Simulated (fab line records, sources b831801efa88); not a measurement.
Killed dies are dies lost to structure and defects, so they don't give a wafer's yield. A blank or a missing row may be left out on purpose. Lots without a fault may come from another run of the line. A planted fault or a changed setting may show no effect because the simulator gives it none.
Which tool did it? | flow gf180mcu | 11 lots, 33 wafers sampled, at 5 steps of a route of 602

WHAT THE GAUGES READ, wafer by wafer
GF_V4_OVL_MEAS_15.
lot  | measured     | on         | V4_OVL (nm)
L764 | day 24 13:10 | overlay-01 | -2 -2 4
L765 | day 24 22:40 | overlay-01 | 2 0 -4
L767 | day 25 20:38 | overlay-02 | 13 3 1
L770 | day 27 09:08 | overlay-02 | 0 0 1
L771 | day 27 10:10 | overlay-01 | 14 16 3
L772 | day 27 11:26 | overlay-02 | 5 18 10
L774 | day 28 07:10 | overlay-02 | 2 0 5
L777 | day 28 19:44 | overlay-01 | 8 5 12
L780 | day 29 19:51 | overlay-02 | 6 2 0
L782 | day 30 08:10 | overlay-02 | 10 4 16
L787 | day 31 11:51 | overlay-02 | 6 7 1

WHICH TOOL RAN EACH LOT (tool, then ch and the chambers of the sampled wafers, then the start)
lot  | GF_M3_SPUTTER_00             | GF_M3_SPUTTER_01             | GF_M4_COAT_09                     | GF_M4_STRIP_17
L764 | pvd_sputter-04, day 20 09:36 | pvd_sputter-04, day 20 09:42 | litho_track-04 ch 0, day 23 00:29 | plasma_asher-01 ch 0,1, day 23 12:25
L765 | pvd_sputter-03, day 20 22:33 | pvd_sputter-03, day 20 22:39 | litho_track-03 ch 0, day 23 12:03 | plasma_asher-01 ch 0,1, day 23 23:34
L767 | pvd_sputter-04, day 21 21:36 | pvd_sputter-04, day 21 21:48 | litho_track-04 ch 0, day 24 10:16 | plasma_asher-03 ch 0,1, day 24 21:53
L770 | pvd_sputter-04, day 23 14:10 | pvd_sputter-04, day 23 14:16 | litho_track-03 ch 0, day 26 00:20 | plasma_asher-03 ch 0,1, day 26 11:37
L771 | pvd_sputter-04, day 23 16:21 | pvd_sputter-04, day 23 16:27 | litho_track-03 ch 0, day 26 01:14 | plasma_asher-04 ch 0,1, day 26 12:02
L772 | pvd_sputter-03, day 23 16:33 | pvd_sputter-03, day 23 16:39 | litho_track-03 ch 0, day 26 01:53 | plasma_asher-01 ch 0,1, day 26 13:26
L774 | pvd_sputter-04, day 24 16:26 | pvd_sputter-04, day 24 16:32 | litho_track-01 ch 0, day 26 23:55 | plasma_asher-01 ch 0,1, day 27 10:41
L777 | pvd_sputter-04, day 25 06:12 | pvd_sputter-04, day 25 06:18 | litho_track-03 ch 0, day 27 12:50 | plasma_asher-03 ch 0,1, day 27 23:11
L780 | pvd_sputter-03, day 26 08:09 | pvd_sputter-03, day 26 08:15 | litho_track-04 ch 0, day 28 14:02 | plasma_asher-03 ch 0, day 28 23:29
L782 | pvd_sputter-03, day 26 22:05 | pvd_sputter-03, day 26 22:11 | litho_track-04 ch 0, day 29 02:19 | plasma_asher-04 ch 0,1, day 29 12:02
L787 | pvd_sputter-01, day 28 03:59 | pvd_sputter-01, day 28 04:05 | litho_track-01 ch 0, day 30 06:26 | plasma_asher-03 ch 0,1, day 30 16:10
- GF_M3_SPUTTER_00: material Ti, target thk 37.5 nm, time 150 s.
- GF_M3_SPUTTER_01: material TiN, target thk 30 nm, time 25 s.
- GF_M4_COAT_09: resist thk 1000 nm.
- GF_M4_STRIP_17: strips in O2/N2.

THE ANSWER, worked out from the rows above alone
Rule: what is usual is taken from the lots themselves. Put in order of their means at a reading, lots are off if they are a third of the lots or fewer, leave a main group of 4 or more, and stand apart from it by a gap of 3 or more times the standard deviation of the main group's means; of several such gaps the widest counts. A main group whose means are all the same, to the digits that the tables above print for the reading, isn't used. A lot without any number at a reading at which 4 lots or more have one is off too. The other lots that the step has rows for count as sound.
No lot is off at any reading shown: from this, nothing can be told.

WHAT THE SIMULATOR HAD PUT IN
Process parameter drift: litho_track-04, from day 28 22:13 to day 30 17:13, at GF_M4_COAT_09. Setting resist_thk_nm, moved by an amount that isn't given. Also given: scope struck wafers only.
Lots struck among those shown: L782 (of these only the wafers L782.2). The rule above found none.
